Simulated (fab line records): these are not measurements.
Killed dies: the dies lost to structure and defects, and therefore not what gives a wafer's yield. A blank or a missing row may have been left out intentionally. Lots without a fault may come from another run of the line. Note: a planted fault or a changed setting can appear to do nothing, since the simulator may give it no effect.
Comparing a struck lot with a sound one ; flow sky130 ; 40 out of 708 route steps
Sound: these wafers, L859.1, L859.2, L859.6. Wafers struck: L857.3, L857.4, L857.5. The cause is named last.
Per side, at each step with rows, come the tool, then ch with its chambers, and then its first start. Under that, the readings that differ: sound wafers ; struck wafers ; difference of the means ; sigmas: that difference in standard deviations of wafers without a fault.
alike: readings with means less than 2 such deviations apart, plus words and numbers identical on both sides. not compared: withheld readings, readings lacking a value on some wafer, bounds such as >300 that could conceal the same value, and numbers that have no deviation in the record and whose values overlap.
A row with sigmas, a row that says differs or no value, or rows on one side alone: a step with any of these is where the two part. Numbers that have no deviation but don't overlap get no sigmas and don't part them. Lack of a reading on every wafer of one side parts them only where that side has two or more wafers.

first, 7 steps without rows for these wafers: SKY_NWELL_DEVELOP_22 (develop time 60 s); SKY_NWELL_IMPLANT_24; SKY_NWELL_STRIP_25 (strips in O2/N2); SKY_NWELL_CLEAN_27 (cleans in SC1/SC2, time 150 s); SKY_NWELL_RTA_28 (time 30 s); SKY_VT_ADJUST_HVTP_DEHYDRATE_00 (time 60 s); SKY_VT_ADJUST_HVTP_HMDS_01 (prime time 60 s).
SKY_VT_ADJUST_HVTP_COAT_02: resist thk 1140 nm.
  struck on litho-track-04, day 11 03:59; sound on litho-track-04 ch 0, day 11 08:47
  no value came back on the struck wafers for chill-plate-temp-C (C), dispense-pressure-kPa (kPa); on the sound wafers chill-plate-temp-C (C) reads 23.03 23.04 23.09
then, 4 steps without rows for these wafers: SKY_VT_ADJUST_HVTP_SOFTBAKE_03 (time 60 s); SKY_VT_ADJUST_HVTP_EXPOSE_04 (exposes mask HVTPM, target cd 380 nm); SKY_VT_ADJUST_HVTP_PEB_05; SKY_VT_ADJUST_HVTP_DEVELOP_06 (develop time 60 s).
SKY_VT_ADJUST_HVTP_CD_MEAS_07 targets a cd of 380 nm.
  sound on cd-sem-02 at day 11 20:23; struck on cd-sem-02 at day 11 15:31
reading;sound;struck;difference;sigmas
cd-nm (nm);381.8 380.7 378.1;- - -;no value on the struck wafers;
SKY_VT_ADJUST_HVTP_OVL_MEAS_08:
  sound on overlay-01 at day 11 20:31; struck on overlay-02 at day 11 15:37
reading;sound;struck;difference;sigmas
VT_ADJUST_HVTP_OVL (nm);0.1 0.2 -1.7;- - -;no value on the struck wafers;
then, 11 steps without rows for these wafers: SKY_VT_ADJUST_HVTP_IMPLANT_09; SKY_VT_ADJUST_HVTP_STRIP_10 (strips in O2/N2); SKY_VT_ADJUST_LVTN_DEHYDRATE_00 (time 60 s); SKY_VT_ADJUST_LVTN_HMDS_01 (prime time 60 s); SKY_VT_ADJUST_LVTN_COAT_02 (resist thk 3000 nm); SKY_VT_ADJUST_LVTN_SOFTBAKE_03; SKY_VT_ADJUST_LVTN_EXPOSE_04 (exposes mask NWM COMPLEMENT LESS NATIVE, target cd 840 nm); SKY_VT_ADJUST_LVTN_PEB_05; SKY_VT_ADJUST_LVTN_DEVELOP_06 (develop time 60 s); SKY_VT_ADJUST_LVTN_IMPLANT_08; SKY_VT_ADJUST_LVTN_STRIP_09 (strips in O2/N2).
SKY_VT_ADJUST_LVTN_TW_MEAS_10:
  sound on film-metro-04 at day 12 21:25; struck on film-metro-03 at day 12 16:07
reading;sound;struck;difference;sigmas
VT_ADJUST_LVTN_TW;242.2 241.6 241.6;1345.9 1347.6 1340.4;+1102.8;+99 or more
then, 8 steps without rows for these wafers: SKY_VT_ADJUST_LVTN_DEHYDRATE_11 (time 60 s); SKY_VT_ADJUST_LVTN_HMDS_12 (prime time 60 s); SKY_VT_ADJUST_LVTN_COAT_13 (resist thk 1140 nm); SKY_VT_ADJUST_LVTN_SOFTBAKE_14 (time 60 s); SKY_VT_ADJUST_LVTN_EXPOSE_15 (exposes mask HVN STD DERIVED, target cd 600 nm); SKY_VT_ADJUST_LVTN_PEB_16; SKY_VT_ADJUST_LVTN_DEVELOP_17 (develop time 60 s); SKY_VT_ADJUST_LVTN_IMPLANT_19.
SKY_VT_ADJUST_LVTN_TW_MEAS_21:
  sound on film-metro-03 at day 13 23:04; struck on film-metro-02 at day 13 17:41
reading;sound;struck;difference;sigmas
VT_ADJUST_LVTN_2_TW;190.1 188.8 189.0;1363.4 1357.2 1364.6;+1172.4;+99 or more
SKY_VT_ADJUST_NCORE_TW_MEAS_11:
  sound on film-metro-01 at day 15 01:44; struck on film-metro-01 at day 14 19:43
reading;sound;struck;difference;sigmas
VT_ADJUST_NCORE_TW;220.7 219.9 220.8;1348.2 1349.6 1345.3;+1127.2;+99 or more
SKY_VT_ADJUST_HVTR_TW_MEAS_11:
  sound on film-metro-01 at day 16 05:11; struck on film-metro-03 at day 15 23:31
reading;sound;struck;difference;sigmas
VT_ADJUST_HVTR_TW;210.4 210.0 210.9;1363.2 1360.1 1368.7;+1153.6;+99 or more
SKY_VT_ADJUST_PCH_TW_MEAS_10:
  sound on film-metro-01 at day 17 09:43; struck on film-metro-01 at day 17 05:38
reading;sound;struck;difference;sigmas
VT_ADJUST_PCH_TW;143.0 143.4 142.5;1350.7 1355.5 1359.8;+1212.4;+99 or more
SKY_SONOS_TUNNEL_TW_MEAS_12:
  sound on film-metro-03 at day 18 16:31; struck on film-metro-02 at day 18 12:31
reading;sound;struck;difference;sigmas
SONOS_TUNNEL_TW;199.3 198.8 198.2;1363.0 1366.8 1364.3;+1165.9;+99 or more
-- here the record skips 32 days between the struck wafers' starts before and after, leaving off in module SONOS_TUNNEL and picking up in module PAD_OPEN (first step shown: number 708 of the route) --
SKY_PAD_OPEN_PROBE_99:
  only the struck wafers here have rows in the record (prober-01, day 50 18:58); the sound ones have none

== WHERE THEY PART ==
Last at SKY_PAD_OPEN_PROBE_99 as far as this record goes, first at SKY_VT_ADJUST_HVTP_COAT_02.

WHY: the cause the simulator had injected
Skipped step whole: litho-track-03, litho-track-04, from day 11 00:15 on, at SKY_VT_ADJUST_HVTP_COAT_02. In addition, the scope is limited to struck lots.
